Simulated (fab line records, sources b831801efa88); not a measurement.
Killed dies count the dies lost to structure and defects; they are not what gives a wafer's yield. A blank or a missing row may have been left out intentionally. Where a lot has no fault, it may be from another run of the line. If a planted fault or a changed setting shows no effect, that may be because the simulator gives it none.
Which tool was responsible? | flow sky130 | 7 lots with 21 wafers sampled at 6 steps, on a route of 708 steps

WHAT THE GAUGES SHOWED, per wafer
SKY_POLY_GATE_CD_MEAS_22.
lot  | measured     | on       | cdNm (nm)
L326 | day 16 15:52 | cdSem-01 | 151.8 148.5 150.0
L328 | day 17 07:11 | cdSem-01 | 147.6 149.9 151.4
L333 | day 19 08:53 | cdSem-01 | 152.9 151.9 151.4
L336 | day 20 14:26 | cdSem-01 | 146.4 148.7 146.7
L338 | day 22 06:25 | cdSem-02 | - - -
L341 | day 23 00:17 | cdSem-01 | 153.4 150.7 149.8
L342 | day 23 02:24 | cdSem-02 | 146.5 150.1 141.6

EACH LOT AND THE TOOL THAT RAN IT (in order: tool; ch and the chambers of the sampled wafers; start)
lot  | SKY_VT_ADJUST_HVTP_STRIP_10         | SKY_VT_ADJUST_HVTR_STRIP_10         | SKY_POLY_GATE_ETCH_15             | SKY_POLY_GATE_ETCH_16             | SKY_POLY_GATE_ETCH_17
L326 | plasmaAsher-03 ch 0,1, day 6 07:04  | plasmaAsher-01 ch 0,1, day 9 15:19  | rieDiel-02 ch 1,2,3, day 16 12:08 | rieDiel-02 ch 1,2,3, day 16 12:13 | rieSi-02 ch 0,2, day 16 12:19
L328 | plasmaAsher-02 ch 0, day 6 17:05    | plasmaAsher-01 ch 0,1, day 10 02:41 | rieDiel-03 ch 0,3, day 17 03:44   | rieDiel-03 ch 0,3, day 17 03:49   | rieSi-01 ch 0,1,2, day 17 03:55
L333 | plasmaAsher-02 ch 0,1, day 8 04:51  | plasmaAsher-01 ch 0,1, day 11 20:45 | rieDiel-01 ch 1,2, day 19 06:17   | rieDiel-01 ch 1,2, day 19 06:22   | rieSi-01 ch 0,2, day 19 06:28
L336 | plasmaAsher-02 ch 0,1, day 8 23:50  | plasmaAsher-01 ch 0,1, day 12 18:16 | rieDiel-03 ch 0,1, day 20 11:20   | rieDiel-03 ch 0,1, day 20 11:25   | rieSi-02 ch 0,1, day 20 11:31
L338 | plasmaAsher-03 ch 0,1, day 10 05:00 | plasmaAsher-01 ch 0,1, day 14 06:15 | rieDiel-03 ch 1,2,3, day 22 04:44 | rieDiel-03 ch 1,2,3, day 22 04:49 | rieSi-01 ch 0,2,3, day 22 04:55
L341 | plasmaAsher-02 ch 0,1, day 10 17:27 | plasmaAsher-03 ch 0,1, day 14 20:48 | rieDiel-01 ch 0,1,3, day 22 22:20 | rieDiel-01 ch 0,1,3, day 22 22:25 | rieSi-02 ch 0,1, day 22 22:31
L342 | plasmaAsher-02 ch 1, day 10 23:42   | plasmaAsher-04 ch 0, day 15 02:56   | rieDiel-03 ch 1,2,3, day 23 00:41 | rieDiel-03 ch 1,2,3, day 23 00:46 | rieSi-01 ch 0,1,3, day 23 00:52
- SKY_VT_ADJUST_HVTP_STRIP_10: strips in O2/N2.
- SKY_VT_ADJUST_HVTR_STRIP_10: strips in O2/N2.
- SKY_POLY_GATE_ETCH_15: etches BARC in N2/H2, stops on SiO2, time 118.5 s, target depth 110 nm.
- SKY_POLY_GATE_ETCH_16: etches Si3N4 in CH3F/O2, stops on poly-Si, time 147.5 s, target depth 75 nm.
- SKY_POLY_GATE_ETCH_17: etches poly-Si in HBr/Cl2, stops on SiO2, target depth 180 nm, time 70.5 s.

THE ANSWER, worked out from the rows above alone
Rule: usual is defined by the lots themselves. Put in order of their means at a reading, lots are off if they are a third of the lots or fewer, leave a main group of 4 or more, and stand apart from it by a gap of 3 or more times the standard deviation of the main group's means; of several such gaps the widest counts. Not used: any main group whose means are identical at the precision the tables above print for the reading. Also off: a lot with no number at a reading for which 4 or more lots have one. Any other lot the step has rows for is counted as sound.
Off: L338 (SKY_POLY_GATE_CD_MEAS_22, cdNm). Without a number there: L338. The main group: mean 149.4 nm, standard deviation 2.1.
If a tool, at a process step before that reading, ran all the lots that are off and no sound lot after the first of them, it fits. The gauges at SKY_POLY_GATE_CD_MEAS_22 are tried like those tools. Undecided on this evidence; 2 tools fit (plasmaAsher-03 at SKY_VT_ADJUST_HVTP_STRIP_10, plasmaAsher-01 at SKY_VT_ADJUST_HVTR_STRIP_10).

WHAT THE SIMULATOR HAD INSERTED
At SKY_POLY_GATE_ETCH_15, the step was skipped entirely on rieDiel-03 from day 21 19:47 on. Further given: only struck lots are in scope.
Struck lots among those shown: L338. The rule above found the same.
